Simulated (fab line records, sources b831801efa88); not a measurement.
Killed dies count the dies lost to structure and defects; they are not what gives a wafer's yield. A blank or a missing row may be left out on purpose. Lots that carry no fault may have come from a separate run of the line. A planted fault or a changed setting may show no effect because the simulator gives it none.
Comparing a struck lot with a sound one    flow gf180mcu    16 steps out of a route of 602
Sound: wafers L668.1, L668.5, L668.6. Wafers L677.1, L677.3, L677.6 were the ones struck. The cause is given at the end.
Order at every step that has rows: each side's tool, ch and its chambers, its first start. Under that, the readings that differ: sound wafers    struck wafers    difference of the means    sigmas: that difference in standard deviations of wafers without a fault.
alike: readings whose means differ by less than 2 such deviations, and words and numbers that are the same on both sides. not compared: withheld readings, readings that some wafer has no value for, bounds like >300 that may hide the same value, and numbers for which the record gives no deviation and whose values overlap.
Wherever a step has rows on one side only, a row that says differs or no value, or a row with sigmas, the two part there. Non-overlapping numbers with no deviation appear without sigmas and do not part them. A reading that every wafer of one side lacks parts them only if that side has two wafers or more.

GF_POLY_GATE_ETCH_13: etches poly-Si in HBr/Cl2, stops on SiO2, target depth 198.5 nm, time 69.6 s.
  sound on rie si-01 ch 0,1, day 9 21:14; struck on rie si-02 ch 0,1,3, day 12 11:16
  alike: drypump motor current A, oes product au, throttle valve pct
  not compared: rf hours counter h
GF_POLY_GATE_STRIP_14: strips in O2/N2.
  sound on plasma asher-03 ch 0,1, day 9 21:17; struck on plasma asher-04 ch 0,1, day 12 11:19
  alike: drypump motor current A, heater power w, oes product au
  not compared: rf hours counter h
then, 2 steps without rows for these wafers: GF_POLY_GATE_CLEAN_15 (cleans in SC1/SC2, time 150 s); GF_POLY_GATE_OXIDATION_16 (stabilise 600 s, purge 300 s, target thk 4 nm).
GF_POLY_GATE_THK_MEAS_17:
  sound on film metro-04, day 9 22:41; struck on film metro-02, day 12 13:46
  alike: POLY_GATE_OXIDATION_THK
GF_POLY_GATE_CD_MEAS_18:
  sound on cd sem-01, day 9 22:45; struck on cd sem-02, day 12 13:49
  alike: cd nm
then, 6 steps without rows for these wafers: GF_HV_LDD_DEHYDRATE_00 (time 60 s); GF_HV_LDD_HMDS_01 (prime time 60 s); GF_HV_LDD_COAT_02 (resist thk 1000 nm); GF_HV_LDD_SOFTBAKE_03 (time 60 s); GF_HV_LDD_EXPOSE_04 (exposes mask Nplus LV AREA, target cd 400 nm); GF_HV_LDD_PEB_05.
GF_HV_LDD_DEVELOP_06: develop time 60 s.
  sound on litho track-04 ch 0, day 10 16:05; struck on litho track-03 ch 0, day 13 09:19
reading               sound              struck             difference  sigmas
developer temp C (C)  22.85 22.89 22.87  20.78 20.84 20.90  -2.03       -20
GF_HV_LDD_CD_MEAS_07: target cd 400 nm.
  sound on cd sem-02, day 10 16:14; struck on cd sem-02, day 13 09:28
reading     sound              struck             difference  sigmas
cd nm (nm)  401.8 401.0 401.7  404.1 407.0 406.2  +4.3        +2
GF_HV_LDD_OVL_MEAS_08:
  sound on overlay-01, day 10 16:22; struck on overlay-02, day 13 09:35
  alike: HV_LDD_OVL
GF_PASSIVATION_PROBE_99:
  sound wafers here have rows in the record (prober-02, day 29 20:00); struck ones have none

== WHERE THEY PART ==
At GF_HV_LDD_DEVELOP_06 first; at GF_PASSIVATION_PROBE_99 last (within this record only).

WHY: what had been put in by the simulator
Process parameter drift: litho track-03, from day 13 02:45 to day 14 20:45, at GF_HV_LDD_DEVELOP_06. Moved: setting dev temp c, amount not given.
